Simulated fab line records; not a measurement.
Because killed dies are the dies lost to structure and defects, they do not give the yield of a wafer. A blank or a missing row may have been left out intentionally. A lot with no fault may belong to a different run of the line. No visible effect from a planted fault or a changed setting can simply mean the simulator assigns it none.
fab line records    flow sky130
record: lots: 7  wafers: 21  lastDay: 50
route steps=708 shown VIA1@466 PAD_OPEN@708
lots that met no fault: taken from a fault-free run of the same line
startH: hours from the record's first day to the start of the lot's first wafer shown    waitH: hours elapsed since this lot's preceding step    " unchanged from the row above    L1.1+2: a single row standing in for several wafers    - no value present, or no start provided    * or withheld: withheld    < > ~ a bound
route shown NAME@n: names a module that has steps shown in the file, with the first one's number in the route    usual: average and standard deviation across the fault-free wafers    same: alike in all rows    chamber/n: place in a boat    sites: per-site readings    _std_site: standard deviation across them    _edge_site: outer sites' mean less inner sites'    radiusMm: how far each site lies from the wafer's centre    mask NAME#n: copy n    behind: the last tool/chamber to shape the wafer    hold: reason for holding the lot/hours on hold/outcome of the hold    device: names the non-switching transistor (n, p or np)    end of line: at the end of the route, the tests of the same wafers    step lacking rows: just its recipe    killed: the dies lost at the first sort to structure and to defects; this is not the yield of the wafer    map: the dies of a wafer, with x for killed, . for not killed, _ for no die there
set.NAME: the setting as run; set.NAME@STEP: as run at that earlier step    model.NAME: the simulator's own value behind a step, which no gauge read
lots at selected steps of the route; one table per step, one row per wafer
services: the hour from which a tool's chamber was out of use, counted from the record's first day as startH (under 0 if before that day), plus the number of hours and why
== steps ==
step: SKY_VIA1_SOFTBAKE_08
recipe: tempC: 100  timeS: 90  resist: KrF-thick
step: SKY_VIA1_EXPOSE_09
recipe: maskId: VIM  na: 0.8  sourceShape: annular  sigmaInner: 0.55  sigmaOuter: 0.85  targetCdNm: 150  doseMj: 38
step: SKY_VIA1_PEB_10
recipe: pebTempC: withheld  pebTimeS: withheld  resist: KrF-thick
step: SKY_VIA1_DEVELOP_11
recipe: developTimeS: 60  resist: KrF-thick  devTempC: 21
step: SKY_VIA1_CD_MEAS_12
recipe: targetCdNm: 150
usual: cdNm: 149.7/1.4
lot.wafer  tool      chamber  startH  waitH  cdNm
L166.2     cdSem-01  -        799.91  -      150.1
L166.4     "         -        "       "      149.0
L166.6     "         -        "       "      149.6
L167.1     cdSem-01  -        832.90  -      149.6
L167.2     "         -        "       "      151.2
L167.3     "         -        "       "      150.3
L172.4     cdSem-01  -        855.37  -      147.7
L172.5     "         -        "       "      149.0
L172.6     "         -        "       "      148.2
L179.3     cdSem-02  -        913.10  -      148.4
L179.5     "         -        "       "      148.6
L179.6     "         -        "       "      149.6
L178.2     cdSem-01  -        914.66  -      151.9
L178.4     "         -        "       "      150.4
L178.5     "         -        "       "      150.2
L181.1     cdSem-02  -        914.99  -      150.6
L181.2     "         -        "       "      148.4
L181.4     "         -        "       "      150.3
L185.3     cdSem-02  -        942.32  -      149.3
L185.4     "         -        "       "      149.3
L185.6     "         -        "       "      149.7
step: SKY_VIA1_OVL_MEAS_13
usual: VIA1_OVL: 0/5.2
lot.wafer  tool        chamber  startH  waitH  VIA1_OVL[nm]
L166.2     overlay-02  -        800.01  0.1    -4
L166.4     "           -        "       "      -2
L166.6     "           -        "       "      -13
L167.1     overlay-01  -        833.02  0.1    5
L167.2     "           -        "       "      9
L167.3     "           -        "       "      1
L172.4     overlay-01  -        855.45  0.1    5
L172.5     "           -        "       "      2
L172.6     "           -        "       "      -1
L179.3     overlay-02  -        913.19  0.1    3
L179.5     "           -        "       "      1
L179.6     "           -        "       "      11
L178.2     overlay-01  -        914.76  0.1    5
L178.4     "           -        "       "      7
L178.5     "           -        "       "      2
L181.1     overlay-01  -        915.11  0.1    1
L181.2     "           -        "       "      -2
L181.4     "           -        "       "      -3
L185.3     overlay-02  -        942.41  0.1    7
L185.4     "           -        "       "      -2
L185.6     "           -        "       "      9
step: SKY_VIA1_ETCH_14
recipe: chemistry: N2/H2  target: BARC  ionEnergyEv: 200  sourceW: 500  biasW: 100  pressureMtorr: 30  n2FlowSccm: 100  h2FlowSccm: 200  stopOn: SiO2  timeS: 45.9  targetDepthA: 600
usual: biasW: 100.0/0.31  drypumpMotorCurrentA: 5.8/0.42  oesProductAu: 0.854/0.0043  throttleValvePct: 13.224/0.0086
lot.wafer  tool        chamber  startH  waitH  biasW  drypumpMotorCurrentA  oesProductAu  rfHoursCounterH  throttleValvePct
L166.2     rieDiel-01  1        800.04  0.0    100.0  5.4                   0.850         13               13.224
L166.4     "           2        "       "      99.6   6.3                   0.857         11               13.216
L166.6     "           1        "       "      99.9   5.4                   0.857         -                13.228
L167.1     rieDiel-02  2        833.05  0.0    100.4  6.3                   0.857         1                13.225
L167.2     "           0        "       "      99.2   5.6                   0.852         8                13.221
L167.3     "           1        "       "      100.0  5.9                   0.844         4                13.225
L172.4     rieDiel-04  0        855.46  0.0    99.4   5.7                   0.859         6                13.234
L172.5     "           1        "       "      100.4  6.1                   0.855         -                13.223
L172.6     "           2        "       "      100.1  5.8                   0.855         -                13.221
L179.3     rieDiel-04  1        913.21  0.0    100.3  6.1                   0.857         7                13.227
L179.5     "           2        "       "      99.5   5.8                   0.867         -                13.236
L179.6     "           1        "       "      100.0  6.1                   0.852         -                13.224
L178.2     rieDiel-04  1        914.79  0.0    99.4   6.1                   0.849         7                13.230
L178.4     "           0        "       "      99.8   5.8                   0.854         8                13.234
L178.5     "           0        "       "      99.9   5.7                   0.855         -                13.231
L181.1     rieDiel-01  2        915.14  0.0    99.9   6.3                   0.851         15               13.220
L181.2     "           1        "       "      100.6  5.4                   0.847         16               13.228
L181.4     "           0        "       "      100.0  5.6                   0.848         14               13.229
L185.3     rieDiel-01  1        942.43  0.0    100.3  5.4                   0.856         17               13.230
L185.4     "           3        "       "      99.8   6.5                   0.857         10               13.232
L185.6     "           1        "       "      100.2  5.4                   0.854         -                13.228
step: SKY_VIA1_ETCH_15
recipe: target: SiO2  chemistry: C4F8/O2/Ar  targetDepthNm: 351  stopOn: TiN  maskMaterial: KrF-thick  sourceW: 1500  biasW: 1200  pressureMtorr: 40  c4f8FlowSccm: withheld  O2_flow_sccm: 6  Ar_flow_sccm: 300  timeS: 54
usual: biasW: 1199/3.9  oesProductAu: 0.980/0.0068
lot.wafer  tool        chamber  startH  waitH  biasW  oesProductAu  rfHoursCounterH
L166.2     rieDiel-01  1        800.08  0.0    1202   0.993         13
L166.4     "           2        "       "      1196   0.982         11
L166.6     "           1        "       "      1199   0.992         -
L167.1     rieDiel-02  2        833.09  0.0    1196   0.989         1
L167.2     "           0        "       "      1199   0.980         8
L167.3     "           1        "       "      1197   0.981         4
L172.4     rieDiel-04  0        855.51  0.0    1203   0.971         7
L172.5     "           1        "       "      1199   0.971         -
L172.6     "           2        "       "      1193   0.984         -
L179.3     rieDiel-04  1        913.26  0.0    1201   0.971         7
L179.5     "           2        "       "      1204   0.988         -
L179.6     "           1        "       "      1204   0.966         -
L178.2     rieDiel-04  1        914.83  0.0    1194   0.963         7
L178.4     "           0        "       "      1198   0.980         8
L178.5     "           0        "       "      1193   0.973         -
L181.1     rieDiel-01  2        915.18  0.0    1199   0.978         15
L181.2     "           1        "       "      1203   0.986         16
L181.4     "           0        "       "      1197   0.986         14
L185.3     rieDiel-01  1        942.47  0.0    1196   0.987         17
L185.4     "           3        "       "      1205   0.976         10
L185.6     "           1        "       "      1193   0.990         -
step: SKY_VIA1_STRIP_16
recipe: chemistry: O2/N2  powerW: 1400  pressureMtorr: 1500  platenTempC: withheld  o2FlowSccm: 3000  n2FlowSccm: 300  overashFraction: 0.5
usual: drypumpMotorCurrentA: 5.6/0.59  oesProductAu: 0.416/0.0047  stripTimeToEndpointS: 4.467/0.027
lot.wafer  tool            chamber  startH  waitH  drypumpMotorCurrentA  oesProductAu  rfHoursCounterH  stripTimeToEndpointS
L166.2     plasmaAsher-04  1        800.13  0.0    5.8                   0.414         67               4.475
L166.4     "               1        "       "      5.8                   0.418         -                4.450
L166.6     "               0        "       "      6.6                   0.420         -                4.476
L167.1     plasmaAsher-04  1        833.14  0.0    5.8                   0.416         69               4.444
L167.2     "               0        "       "      6.7                   0.421         69               4.449
L167.3     "               0        "       "      6.7                   0.416         -                4.440
L172.4     plasmaAsher-03  0        855.59  0.1    5.5                   0.413         -                4.509
L172.5     "               0        "       "      5.5                   0.413         -                4.493
L172.6     "               1        "       "      5.4                   0.416         -                4.495
L179.3     plasmaAsher-01  1        913.34  0.1    4.8                   0.418         -                4.479
L179.5     "               0        "       "      5.2                   0.426         -                4.504
L179.6     "               1        "       "      4.8                   0.417         -                4.492
L178.2     plasmaAsher-01  0        914.90  0.0    5.2                   0.420         109              4.512
L178.4     "               0        "       "      5.2                   0.416         -                4.501
L178.5     "               0        "       "      5.2                   0.411         -                4.521
L181.1     plasmaAsher-04  0        915.23  0.0    6.6                   0.420         78               4.492
L181.2     "               1        "       "      5.9                   0.420         78               4.479
L181.4     "               0        "       "      6.6                   0.414         -                4.472
L185.3     plasmaAsher-04  0        942.55  0.1    6.6                   0.415         -                4.448
L185.4     "               1        "       "      5.8                   0.416         -                4.423
L185.6     "               0        "       "      6.7                   0.424         -                4.450
step: SKY_VIA1_STRIP_17
recipe: chemistry: postEtchResidueRemover  timeS: 1200  tempC: 72.5
step: SKY_VIA1_CLEAN_18
recipe: chemistry: IPA  timeS: 180  tempC: 25
step: SKY_VIA1_CLEAN_19
recipe: chemistry: O3/DIW  dry: n2Spin
step: SKY_VIA1_SPUTTER_20
recipe: material: TiN  targetThkNm: 20  chamberPressurePa: 5  powerW: 4000  timeS: 80
usual: cathodeDcPowerW: 4000.1/0.67  chamberPressurePa: 5.000/0.01  throttleValvePct: 30.4/0.56
lot.wafer  tool           chamber  startH  waitH  cathodeDcPowerW  chamberPressurePa  throttleValvePct
L166.2     pvdSputter-02  -        800.75  0.0    4001.1           4.985              29.3
L166.4     "              -        "       "      3999.9           5.003              31.7
L166.6     "              -        "       "      4000.6           5.005              30.9
L167.1     pvdSputter-03  -        833.73  0.0    4000.2           4.989              30.3
L167.2     "              -        "       "      4000.6           4.985              30.1
L167.3     "              -        "       "      4000.0           4.991              30.7
L172.4     pvdSputter-01  -        856.21  0.0    3999.9           4.997              30.3
L172.5     "              -        "       "      4000.4           4.979              29.4
L172.6     "              -        "       "      4000.2           4.995              30.6
L179.3     pvdSputter-03  -        914.39  0.0    -                -                  -
L179.5     "              -        "       "      -                -                  -
L179.6     "              -        "       "      -                -                  -
L178.2     pvdSputter-01  -        915.57  0.0    -                -                  -
L178.4     "              -        "       "      -                -                  -
L178.5     "              -        "       "      -                -                  -
L181.1     pvdSputter-03  -        915.82  0.0    -                -                  -
L181.2     "              -        "       "      -                -                  -
L181.4     "              -        "       "      -                -                  -
L185.3     pvdSputter-03  -        943.58  0.0    3999.3           5.000              30.2
L185.4     "              -        "       "      3999.8           5.011              30.1
L185.6     "              -        "       "      3999.9           5.008              30.3
step: SKY_VIA1_CVD_21
recipe: material: W  targetThkNm: 270  timeS: 80.902  tempC: 400  pressureTorr: 40
usual: heaterPowerW: 968/54
lot.wafer  tool     chamber  startH  waitH  heaterPowerW  sinceWetCleanH
L166.2     cvdW-02  0        800.81  0.0    1026          897
L166.4     "        1        "       "      995           -
L166.6     "        1        "       "      1023          -
L167.1     cvdW-02  0        833.79  0.0    984           930
L167.2     "        1        "       "      1028          930
L167.3     "        0        "       "      1022          -
L172.4     cvdW-02  0        856.28  0.0    1057          -
L172.5     "        1        "       "      1016          -
L172.6     "        0        "       "      1023          -
L179.3     cvdW-01  1        914.48  0.1    901           -
L179.5     "        1        "       "      861           -
L179.6     "        0        "       "      957           -
L178.2     cvdW-01  0        915.63  0.0    968           512
L178.4     "        1        "       "      878           -
L178.5     "        1        "       "      878           -
L181.1     cvdW-01  1        915.88  0.0    894           512
L181.2     "        0        "       "      977           512
L181.4     "        1        "       "      891           -
L185.3     cvdW-02  1        943.67  0.1    1004          -
L185.4     "        0        "       "      947           -
L185.6     "        1        "       "      972           -
step: SKY_PAD_OPEN_PROBE_99
usual: defectLimitedYield: 82.8/1.8  killed_at_M0_to_M3: 42/5.8  killed_at_M4_up: 3.0/2  killedAtContacts: 24/5.5  killedAtFrontEnd: 15/3.9  killedAtOther: 0.3/0.54  killedDies: 85/8.8  killedOnRim: 16/3.7  killedOpen: 47/6.8  killedShort: 38/5.9  sort_bin_3_pad_short: 0.9/0.41  sort_bin_5_function: 10.1/1.4  sort_bin_6_memory: 6.2/1.2  sortNPass: 407/8.8  sortYieldPct: 82.8/1.8
same: grossDies: 492  killedAtBackSide: 0  sort_bin_4_leakage[%]: 0  sort_bin_8_speed[%]: 0
lot.wafer  tool       chamber  startH   waitH  defectLimitedYield[%]  killed_at_M0_to_M3  killed_at_M4_up  killedAtContacts  killedAtFrontEnd  killedAtOther  killedDies  killedOnRim  killedOpen  killedShort  sort_bin_3_pad_short[%]  sort_bin_5_function[%]  sort_bin_6_memory[%]  sortNPass  sortYieldPct[%]
L166.2     prober-02  -        1088.67  0.1    83.9                   35                  5                23                16                0              79          16           41          38           1.0                      10.0                    5.1                   413        83.9
L166.4     prober-02  -        1088.77  0.2    78.9                   44                  3                38                19                0              104         14           54          50           0.2                      13.6                    7.3                   388        78.9
L166.6     prober-02  -        1088.87  0.2    86.4                   34                  0                11                22                0              67          19           32          35           1.0                      6.7                     5.9                   425        86.4
L167.1     prober-01  -        1095.64  0.1    80.7                   30                  3                41                20                1              95          17           48          46           1.2                      11.4                    6.7                   397        80.7
L167.2     prober-01  -        1095.69  0.1    81.3                   42                  1                24                25                0              92          19           56          35           1.2                      10.8                    6.7                   400        81.3
L167.3     prober-01  -        1095.74  0.2    80.7                   45                  3                26                20                1              95          19           58          34           0.8                      13.0                    5.5                   397        80.7
L172.4     prober-02  -        1125.57  0.2    85.0                   35                  7                17                15                0              74          11           38          36           0.6                      9.1                     5.3                   418        85.0
L172.5     prober-02  -        1125.62  0.2    81.7                   40                  3                32                15                0              90          17           52          38           1.0                      11.6                    5.7                   402        81.7
L172.6     prober-02  -        1125.67  0.2    86.8                   32                  1                23                9                 0              65          14           39          26           0.6                      6.5                     6.1                   427        86.8
L179.3     prober-01  -        1168.94  0.2    0                      451                 4                23                14                0              492         96           46          45           0.8                      92.5                    6.7                   0          0
L179.5     prober-01  -        1169.04  0.2    0                      434                 3                33                22                0              492         96           55          40           1.2                      91.3                    7.5                   0          0
L179.6     prober-01  -        1169.09  0.2    0                      432                 5                34                20                1              492         96           61          42           0.8                      89.0                    10.2                  0          0
L178.2     prober-02  -        1172.54  0.1    0                      450                 4                25                13                0              492         96           50          28           0.6                      93.9                    5.5                   0          0
L178.4     prober-02  -        1172.64  0.2    0                      456                 1                26                9                 0              492         96           39          35           0.4                      94.1                    5.5                   0          0
L178.5     prober-02  -        1172.69  0.2    0                      451                 4                26                11                0              492         96           40          35           1.0                      93.5                    5.5                   0          0
L181.1     prober-01  -        1175.11  0.1    0                      455                 3                21                13                0              492         96           41          34           0.8                      92.3                    6.9                   0          0
L181.2     prober-01  -        1175.16  0.1    0                      449                 1                26                16                0              492         96           44          42           1.0                      93.5                    5.5                   0          0
L181.4     prober-01  -        1175.26  0.2    0                      453                 3                23                13                0              492         96           42          39           0.8                      95.3                    3.9                   0          0
L185.3     prober-01  -        1193.06  0.2    80.5                   51                  1                28                16                0              96          19           52          44           1.6                      12.8                    5.1                   396        80.5
L185.4     prober-01  -        1193.11  0.2    82.3                   47                  3                25                12                0              87          16           47          40           1.0                      11.6                    5.1                   405        82.3
L185.6     prober-01  -        1193.21  0.2    81.5                   49                  2                23                16                1              91          11           50          41           0.8                      10.6                    7.1                   401        81.5
killed by level:class
L166.2 VIA1:geometricParticle:open=8 FIELD_ISO:geometricParticle:open=7 CONTACT:geometricParticle:open=7 CONTACT:geometricParticle:short=6 LOCAL_INTERCONNECT:geometricParticle:short=5 VIA2:geometricParticle:open=5 VIA3:geometricParticle:open=5 FIELD_ISO:geometricParticle:short=4
L166.4 VIA1:geometricParticle:open=13 CONTACT:geometricParticle:open=13 LI_CONTACT:geometricParticle:open=8 LOCAL_INTERCONNECT:geometricParticle:short=7 METAL1:geometricParticle:short=6 VIA3:geometricParticle:open=6 CONTACT:geometricParticle:short=6 METAL2:geometricParticle:short=5
L166.6 VIA1:geometricParticle:open=12 POLY_GATE:geometricParticle:short=6 FIELD_ISO:geometricParticle:short=5 CONTACT:geometricParticle:short=5 METAL1:geometricParticle:short=5 METAL2:geometricParticle:short=5 POLY_GATE:geometricParticle:open=4 FIELD_ISO:geometricParticle:open=3
L167.1 CONTACT:geometricParticle:open=12 LI_CONTACT:geometricParticle:open=11 FIELD_ISO:geometricParticle:short=8 VIA3:geometricParticle:open=6 CONTACT:geometricParticle:short=6 LOCAL_INTERCONNECT:geometricParticle:short=5 LI_CONTACT:geometricParticle:short=4 VIA1:geometricParticle:open=4
L167.2 LI_CONTACT:geometricParticle:open=12 METAL1:geometricParticle:short=9 CONTACT:geometricParticle:open=9 VIA2:geometricParticle:open=9 VIA3:geometricParticle:open=6 VIA1:geometricParticle:open=6 FIELD_ISO:geometricParticle:open=5 VIA3:geometricParticle:short=5
L167.3 CONTACT:geometricParticle:open=13 METAL2:geometricParticle:short=11 LI_CONTACT:geometricParticle:open=10 VIA2:geometricParticle:open=8 VIA1:geometricParticle:open=7 METAL1:geometricParticle:short=5 VIA3:geometricParticle:open=5 FIELD_ISO:geometricParticle:open=4
L172.4 VIA1:geometricParticle:open=9 VIA3:geometricParticle:open=8 CONTACT:geometricParticle:open=7 LI_CONTACT:geometricParticle:open=6 METAL4:geometricParticle:short=6 FIELD_ISO:geometricParticle:short=5 POLY_GATE:geometricParticle:short=5 POLY_GATE:geometricParticle:open=3
L172.5 LI_CONTACT:geometricParticle:open=12 VIA1:geometricParticle:open=11 CONTACT:geometricParticle:open=8 METAL2:geometricParticle:short=6 POLY_GATE:geometricParticle:open=5 CONTACT:geometricParticle:short=5 VIA2:geometricParticle:open=4 METAL1:geometricParticle:short=4
L172.6 CONTACT:geometricParticle:open=9 VIA2:geometricParticle:open=8 LI_CONTACT:geometricParticle:open=7 VIA1:geometricParticle:open=7 METAL1:geometricParticle:short=6 LOCAL_INTERCONNECT:geometricParticle:short=5 POLY_GATE:geometricParticle:open=4 VIA3:geometricParticle:short=4
L179.3 VIA1:areaSputter=401 VIA3:geometricParticle:open=9 VIA1:geometricParticle:open=8 CONTACT:geometricParticle:open=8 LI_CONTACT:geometricParticle:open=7 VIA2:geometricParticle:short=6 POLY_GATE:geometricParticle:short=5 POLY_GATE:geometricParticle:open=5
L179.5 VIA1:areaSputter=397 CONTACT:geometricParticle:open=15 LI_CONTACT:geometricParticle:open=9 POLY_GATE:geometricParticle:open=8 POLY_GATE:geometricParticle:short=7 VIA1:geometricParticle:open=7 VIA3:geometricParticle:open=6 VIA2:geometricParticle:short=5
L179.6 VIA1:areaSputter=389 VIA1:geometricParticle:open=13 CONTACT:geometricParticle:open=11 CONTACT:geometricParticle:short=7 VIA3:geometricParticle:open=7 LI_CONTACT:geometricParticle:open=6 LOCAL_INTERCONNECT:geometricParticle:short=6 VIA2:geometricParticle:open=6
L178.2 VIA1:areaSputter=414 VIA1:geometricParticle:open=13 LI_CONTACT:geometricParticle:open=10 CONTACT:geometricParticle:open=10 VIA2:geometricParticle:open=6 POLY_GATE:geometricParticle:open=4 METAL1:geometricParticle:short=4 METAL2:geometricParticle:short=4
L178.4 VIA1:areaSputter=417 VIA1:geometricParticle:open=10 CONTACT:geometricParticle:open=8 LI_CONTACT:geometricParticle:short=6 LI_CONTACT:geometricParticle:open=5 LOCAL_INTERCONNECT:geometricParticle:short=5 VIA2:geometricParticle:open=4 FIELD_ISO:geometricParticle:short=3
L178.5 VIA1:areaSputter=416 CONTACT:geometricParticle:open=13 METAL1:geometricParticle:short=8 VIA1:geometricParticle:open=8 LI_CONTACT:geometricParticle:open=7 VIA1:geometricParticle:short=5 VIA3:geometricParticle:open=4 METAL2:geometricParticle:short=4
L181.1 VIA1:areaSputter=417 LI_CONTACT:geometricParticle:open=7 VIA1:geometricParticle:open=7 CONTACT:geometricParticle:open=7 METAL2:geometricParticle:short=6 METAL1:geometricParticle:short=6 VIA2:geometricParticle:open=5 VIA3:geometricParticle:open=4
L181.2 VIA1:areaSputter=406 VIA1:geometricParticle:open=12 CONTACT:geometricParticle:short=8 METAL2:geometricParticle:short=8 VIA1:geometricParticle:short=6 POLY_GATE:geometricParticle:open=5 CONTACT:geometricParticle:open=5 VIA2:geometricParticle:open=5
L181.4 VIA1:areaSputter=411 CONTACT:geometricParticle:open=10 VIA1:geometricParticle:open=8 METAL1:geometricParticle:short=7 METAL2:geometricParticle:short=7 POLY_GATE:geometricParticle:short=5 VIA2:geometricParticle:open=5 LI_CONTACT:geometricParticle:open=4
L185.3 CONTACT:geometricParticle:open=10 LI_CONTACT:geometricParticle:open=8 VIA1:geometricParticle:open=8 VIA2:geometricParticle:open=7 METAL1:geometricParticle:short=7 VIA1:geometricParticle:short=7 VIA3:geometricParticle:open=7 METAL2:geometricParticle:short=5
L185.4 CONTACT:geometricParticle:open=10 VIA3:geometricParticle:open=9 VIA1:geometricParticle:short=6 CONTACT:geometricParticle:short=6 VIA1:geometricParticle:open=6 METAL1:geometricParticle:short=5 METAL2:geometricParticle:short=5 VIA3:geometricParticle:short=5
L185.6 VIA2:geometricParticle:open=8 LI_CONTACT:geometricParticle:open=7 CONTACT:geometricParticle:open=7 METAL1:geometricParticle:short=6 VIA1:geometricParticle:short=6 VIA3:geometricParticle:open=6 VIA1:geometricParticle:open=5 VIA2:geometricParticle:short=5
map L178.2 (x killed, . not)
__________xxxxxxxxxx_________
________xxxxxxxxxxxxxx_______
______xxxxxxxxxxxxxxxxxx_____
_____xxxxxxxxxxxxxxxxxxxx____
____xxxxxxxxxxxxxxxxxxxxxx___
___xxxxxxxxxxxxxxxxxxxxxxxx__
__xxxxxxxxxxxxxxxxxxxxxxxxxx_
_xxxxxxxxxxxxxxxxxxxxxxxxxxxx
_xxxxxxxxxxxxxxxxxxxxxxxxxxxx
_xxxxxxxxxxxxxxxxxxxxxxxxxxxx
_xxxxxxxxxxxxxxxxxxxxxxxxxxxx
_xxxxxxxxxxxxxxxxxxxxxxxxxxxx
_xxxxxxxxxxxxxxxxxxxxxxxxxxxx
_xxxxxxxxxxxxxxxxxxxxxxxxxxxx
_xxxxxxxxxxxxxxxxxxxxxxxxxxxx
__xxxxxxxxxxxxxxxxxxxxxxxxxx_
___xxxxxxxxxxxxxxxxxxxxxxxx__
____xxxxxxxxxxxxxxxxxxxxxx___
_____xxxxxxxxxxxxxxxxxxxx____
______xxxxxxxxxxxxxxxxxx_____
________xxxxxxxxxxxxxx_______
__________xxxxxxxxxx_________
map L179.3 (x killed, . not)
__________xxxxxxxxxx_________
________xxxxxxxxxxxxxx_______
______xxxxxxxxxxxxxxxxxx_____
_____xxxxxxxxxxxxxxxxxxxx____
____xxxxxxxxxxxxxxxxxxxxxx___
___xxxxxxxxxxxxxxxxxxxxxxxx__
__xxxxxxxxxxxxxxxxxxxxxxxxxx_
_xxxxxxxxxxxxxxxxxxxxxxxxxxxx
_xxxxxxxxxxxxxxxxxxxxxxxxxxxx
_xxxxxxxxxxxxxxxxxxxxxxxxxxxx
_xxxxxxxxxxxxxxxxxxxxxxxxxxxx
_xxxxxxxxxxxxxxxxxxxxxxxxxxxx
_xxxxxxxxxxxxxxxxxxxxxxxxxxxx
_xxxxxxxxxxxxxxxxxxxxxxxxxxxx
_xxxxxxxxxxxxxxxxxxxxxxxxxxxx
__xxxxxxxxxxxxxxxxxxxxxxxxxx_
___xxxxxxxxxxxxxxxxxxxxxxxx__
____xxxxxxxxxxxxxxxxxxxxxx___
_____xxxxxxxxxxxxxxxxxxxx____
______xxxxxxxxxxxxxxxxxx_____
________xxxxxxxxxxxxxx_______
__________xxxxxxxxxx_________
== services ==
tool            chamber  startH  hours  kind
rieDiel-04      1        786.62  15.7   repair
plasmaAsher-04  -        812.93  2.6    repair
plasmaAsher-01  -        814.01  2.3    repair
rieDiel-04      -        829.19  0.5    repair
rieDiel-02      3        829.82  18.3   repair
pvdSputter-01   0        839.57  -      consumableReplace:kit
pvdSputter-01   0        839.57  18.0   scheduledDown
rieDiel-04      0        842.56  3.9    repair
pvdSputter-02   -        845.09  110.0  repair
rieDiel-04      -        861.39  2.8    pm
rieDiel-02      0        876.63  2.7    repair
rieDiel-02      1        880.34  41.1   repair
cvdW-01         1        892.70  5.2    repair
plasmaAsher-04  -        898.49  6.0    repair
plasmaAsher-03  -        901.00  20.1   pm
cvdW-02         -        904.00  14.0   pm
cvdW-02         0        904.00  14.0   ventCycle
cvdW-02         1        904.00  14.0   ventCycle
pvdSputter-03   -        904.17  1.0    repair
plasmaAsher-01  -        916.67  2.8    pm
cvdW-02         0        918.00  -      clean
cvdW-02         1        918.00  -      clean
rieDiel-01      0        932.75  5.9    repair
cvdW-01         -        933.70  14.6   pm
== key ==
firstSign: step: SKY_VIA1_SPUTTER_20  reading: toolRecord  direction: missing
effect: step: SKY_PAD_OPEN_PROBE_99  reading: killed_at_M0_to_M3  direction: up  sigmas: 70  usual: 42  struck: 448
moreKillsBornAt: SKY_VIA1_SPUTTER_20@pvdSputter-03: 2416  SKY_VIA1_SPUTTER_20@pvdSputter-01: 1241
metAt SKY_VIA1_SPUTTER_20
struckWafers L178.2,L178.4,L178.5,L179.3,L179.5,L179.6,L181.1,L181.2,L181.4
laterRowsLeftOut L178.2,L178.4,L178.5,L179.3,L179.5,L179.6,L181.1,L181.2,L181.4
onsetBetween 856.21 914.39
fault: kind: skippedStepWhole  tool: pvdSputter-01,pvdSputter-03  chamber: -  onsetH: 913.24  steps: SKY_VIA1_SPUTTER_20  scope: struckLotsOnly
laterRowsLeftOut: the simulator's readings of these wafers behind a module that went badly wrong aren't trusted and aren't shown, but for the sort
